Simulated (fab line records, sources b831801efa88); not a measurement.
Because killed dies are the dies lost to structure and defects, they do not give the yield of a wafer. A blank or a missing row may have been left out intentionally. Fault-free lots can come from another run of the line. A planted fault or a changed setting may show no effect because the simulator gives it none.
A struck lot beside a sound one / flow sky130 / 22 out of 708 route steps
Sound: the wafers L821.1, L821.4, L821.5. Wafers struck: L830.1, L830.3, L830.5. The cause comes at the end.
At each step with rows: each side's tool, then ch and its chambers, then its first start. Under that, the readings that differ: sound wafers / struck wafers / difference of the means / sigmas: that difference in standard deviations of wafers without a fault.
alike: readings with means less than 2 such deviations apart, plus words and numbers identical on both sides. not compared: withheld readings, readings lacking a value on some wafer, bounds such as >300 that could conceal the same value, and numbers that have no deviation in the record and whose values overlap.
A row with sigmas, a row that says differs or no value, or rows on one side alone: a step with any of these is where the two part. When numbers do not overlap yet have no deviation, they are printed without sigmas and do not part them. Lack of a reading on every wafer of one side parts them only where that side has two or more wafers.

first, 1 step without rows for these wafers: SKY_CAPM_DEVELOP_11 (develop time 60 s).
SKY_CAPM_OVL_MEAS_12:
  struck on overlay-01, day 41 10:04; sound on overlay-02, day 38 10:37
  alike: CAPM_OVL
SKY_CAPM_METAL_ETCH_13: etches TiN in Cl2/BCl3, stops on SiO2, target depth 220 nm, time 62.9 s.
  sound on rie_metal-01 ch 1, day 38 10:40; struck on rie_metal-02 ch 0,1, day 41 10:07
  alike: drypump_motor_current_A, he_backside_leak_sccm, mfc_cl2_sccm, oes_product_au, throttle_valve_pct
  not compared: rf_hours_counter_h
SKY_CAPM_STRIP_14: strips in O2/N2.
  sound on plasma_asher-03 ch 1, day 38 10:49; struck on plasma_asher-03 ch 0,1, day 41 10:11
  alike: drypump_motor_current_A, oes_product_au, strip_time_to_endpoint_s
  not compared: rf_hours_counter_h
then, 8 steps without rows for these wafers: SKY_CAPM_STRIP_15 (strips in post etch residue remover, time 1200 s); SKY_CAPM_CLEAN_16 (cleans in IPA, time 180 s); SKY_CAPM_CLEAN_17 (cleans in O3/DIW); SKY_METAL3_DEHYDRATE_05 (time 60 s); SKY_METAL3_HMDS_06 (prime time 60 s); SKY_METAL3_COAT_07 (resist thk 60 nm); SKY_METAL3_COAT_08 (resist thk 1140 nm); SKY_METAL3_SOFTBAKE_09 (time 90 s).
SKY_METAL3_EXPOSE_10: exposes mask MM3, target cd 300 nm.
  sound on krf_scanner-02 ch 0, day 39 00:44; struck on krf_scanner-02 ch 0, day 42 00:33
  alike: mask, exposure_dose_mJ_cm2, focus_offset_nm
then, 2 steps without rows for these wafers: SKY_METAL3_PEB_11; SKY_METAL3_DEVELOP_12 (develop time 60 s).
SKY_METAL3_CD_MEAS_13 targets a cd of 300 nm.
  struck on cd_sem-01, day 42 11:46; sound on cd_sem-01, day 39 12:40
reading=cd_nm (nm); sound=299.4 298.0 298.4; struck=245.4 153.9 228.5; difference=-89.3; sigmas=-64
SKY_METAL3_OVL_MEAS_14:
  struck on overlay-02, day 42 11:53; sound on overlay-02, day 39 12:47
  alike: METAL3_OVL
SKY_METAL3_DESCUM_15: chemistry O2, time 8 s.
  sound on rie_metal-02 ch 0,1, day 39 12:50; struck on rie_metal-01 ch 0,1, day 42 11:55
reading=model.METAL3.cd_nm (nm); sound=299 298.6 298.8; struck=245.1 153.9 228.5; difference=-89.6; sigmas=
  alike: drypump_motor_current_A, he_backside_leak_sccm, oes_product_au
  not compared: rf_hours_counter_h
SKY_METAL3_ETCH_16: etches BARC in N2/H2, stops on SiO2, time 88.2 s, target depth 60 nm.
  sound on rie_metal-02 ch 0,1, day 39 12:52; struck on rie_metal-01 ch 0,1, day 42 11:58
reading=oes_product_au (a.u.); sound=0.632 0.626 0.624; struck=0.609 0.621 0.617; difference=-0.012; sigmas=-2
  alike: drypump_motor_current_A, he_backside_leak_sccm, throttle_valve_pct
  not compared: rf_hours_counter_h
SKY_METAL3_ETCH_17: etches SiO2 in C4F8/O2/Ar, stops on TiN, time 3.9 s, target depth 15 nm.
  sound on rie_diel-02 ch 1,3, day 39 12:58; struck on rie_diel-04 ch 1,2,3, day 42 12:03
  alike: oes_product_au
  not compared: rf_hours_counter_h
SKY_METAL3_METAL_ETCH_18: etches the open film in Cl2/BCl3, stops on SiO2, target depth 845 nm, time 183.1 s.
  sound on rie_metal-01 ch 0,1, day 39 12:59; struck on rie_metal-02 ch 0,1, day 42 12:04
reading=model.METAL3.cd_nm (nm); sound=298.8 296.4 299.3; struck=251.3 154.4 227.1; difference=-87.2; sigmas=
  alike: drypump_motor_current_A, he_backside_leak_sccm, mfc_cl2_sccm, oes_product_au, throttle_valve_pct
  not compared: rf_hours_counter_h
SKY_METAL3_STRIP_19: strips in O2/N2.
  sound on plasma_asher-03 ch 0, day 39 13:10; struck on plasma_asher-02 ch 0,1, day 42 12:15
  alike: drypump_motor_current_A, oes_product_au, strip_time_to_endpoint_s
  not compared: rf_hours_counter_h

## WHERE THEY PART
First at SKY_METAL3_CD_MEAS_13; last, within this record, at SKY_METAL3_ETCH_16. Later steps at which nothing parts them and some readings are alike: SKY_METAL3_ETCH_17, SKY_METAL3_METAL_ETCH_18, SKY_METAL3_STRIP_19.

WHY: the cause the simulator had injected
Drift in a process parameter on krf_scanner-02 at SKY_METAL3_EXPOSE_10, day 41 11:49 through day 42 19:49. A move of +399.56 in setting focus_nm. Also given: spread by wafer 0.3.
